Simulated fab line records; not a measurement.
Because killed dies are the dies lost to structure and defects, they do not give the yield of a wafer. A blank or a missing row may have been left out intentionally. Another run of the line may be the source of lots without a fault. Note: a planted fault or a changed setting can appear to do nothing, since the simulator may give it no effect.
Lot-split experiment -- flow sfq line -- 5 lots, 23 wafers read, on a route of 325 steps

## THE SPLIT ITSELF
At SFQ_TRILAYER_I2_VIA_LITHO_COAT_072 (resist thk 62 nm), the setting spin rpm was moved away from the recipe's 3000 rpm on 6 of the 23 wafers read, by -3.2% to -2.4%. All remaining wafers had this setting at the recipe value.

The reading is taken at the split's own step.

## THE READING
BARC_of_TRILAYER_I2_VIA_LITHO_COAT_072.thk nm (the simulator's own value, which no gauge read), in nm, at SFQ_TRILAYER_I2_VIA_LITHO_COAT_072 (resist thk 62 nm). The file gives no usual value for it. Across the 17 wafers here that went through the recipe, the average is 61.96 nm and the standard deviation 0.2 nm.

wafer,"tool, chamber at the split","spin rpm as run, rpm",against the recipe,"BARC_of_TRILAYER_I2_VIA_LITHO_COAT_072.thk nm, nm",against lot-mates on the recipe
L074.1,"litho track-01, 0",3000,recipe,62.34,-
L074.2,"litho track-01, 0",2929,-2.4%,63.04,+0.84
L074.4,"litho track-01, 0",3000,recipe,62.07,-
L074.5,"litho track-01, 0",2929,-2.4%,63.17,+0.97
L074.6,"litho track-01, 0",2929,-2.4%,63.12,+0.91
L075.1,"litho track-03, 0",3000,recipe,61.92,-
L075.2,"litho track-03, 0",3000,recipe,61.72,-
L075.3,"litho track-03, 0",3000,recipe,61.86,-
L075.6,"litho track-03, 0",3000,recipe,61.86,-
L075.4,"litho track-03, 0",3000,recipe,61.78,-
L080.1,"litho track-03, 0",3000,recipe,61.85,-
L080.2,"litho track-03, 0",3000,recipe,61.9,-
L080.6,"litho track-03, 0",3000,recipe,61.9,-
L080.4,"litho track-03, 0",3000,recipe,61.71,-
L080.5,"litho track-03, 0",3000,recipe,61.72,-
L083.3,"litho track-04, 0",3000,recipe,62.17,-
L083.4,"litho track-04, 0",3000,recipe,62.18,-
L083.6,"litho track-04, 0",3000,recipe,62.35,-
L085.2,"litho track-01, 0",3000,recipe,62.02,-
L085.3,"litho track-01, 0",2905,-3.2%,63.08,+1.05
L085.4,"litho track-01, 0",2905,-3.2%,62.92,+0.89
L085.5,"litho track-01, 0",2905,-3.2%,63.17,+1.14
L085.6,"litho track-01, 0",3000,recipe,62.05,-

FIT RESULTS
A straight line over all 23 wafers: BARC_of_TRILAYER_I2_VIA_LITHO_COAT_072.thk nm changes by -0.391 nm for each +1% of spin rpm; r = -0.92; the points scatter about the line by 0.21 nm.
The same after taking each lot's own level away (the mean of its wafers on the recipe; 23 wafers): -0.343 nm for each +1%; r = -0.98; scatter 0.097 nm.
On that fit, the largest move of spin rpm shifts the reading by 1.1 nm.
Across the lots, their own levels run from 61.816 to 62.233 nm, a range of 2.1 times the standard deviation given above.
So the slope is not independent of the lot-to-lot level: the two fits are not the same.
Check: +1.1 nm against its lot-mates is what the line predicts for one of the wafers moved furthest among these (-3.2%) when that wafer is left out of the fit. It came out at +1.05 nm against them.

## OTHER SPLITS ON THESE WAFERS
Before the reading, these wafers also passed through other splits. Each is held against what the fit with the lots' levels taken away leaves over:
other split on the same wafers,wafers away from the commonest value,r with BARC_of_TRILAYER_I2_VIA_LITHO_COAT_072.thk nm (lot level and that fit taken away)
SFQ_TRILAYER_M1_LITHO_PEB_042 peb time s,6,+0.31
SFQ_TRILAYER_I1_CMP_CMP_046 leave above ref nm,7,+0.06
SFQ_TRILAYER_I1_VIA_LITHO_COAT_049 resist thk nm,9,-0.10
SFQ_TRILAYER_I1_VIA_ETCH_VIA_ETCH_052 bias w,9,+0.19
SFQ_TRILAYER_M2_LITHO_COAT_062 resist thk nm,6,-0.12
SFQ_TRILAYER_M2_LITHO_PEB_060 peb temp c,4,-0.15

## FILE'S OWN FIT
BARC_of_TRILAYER_I2_VIA_LITHO_COAT_072.thk nm changes by -0.343 nm for each +1% of spin rpm, r = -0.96.
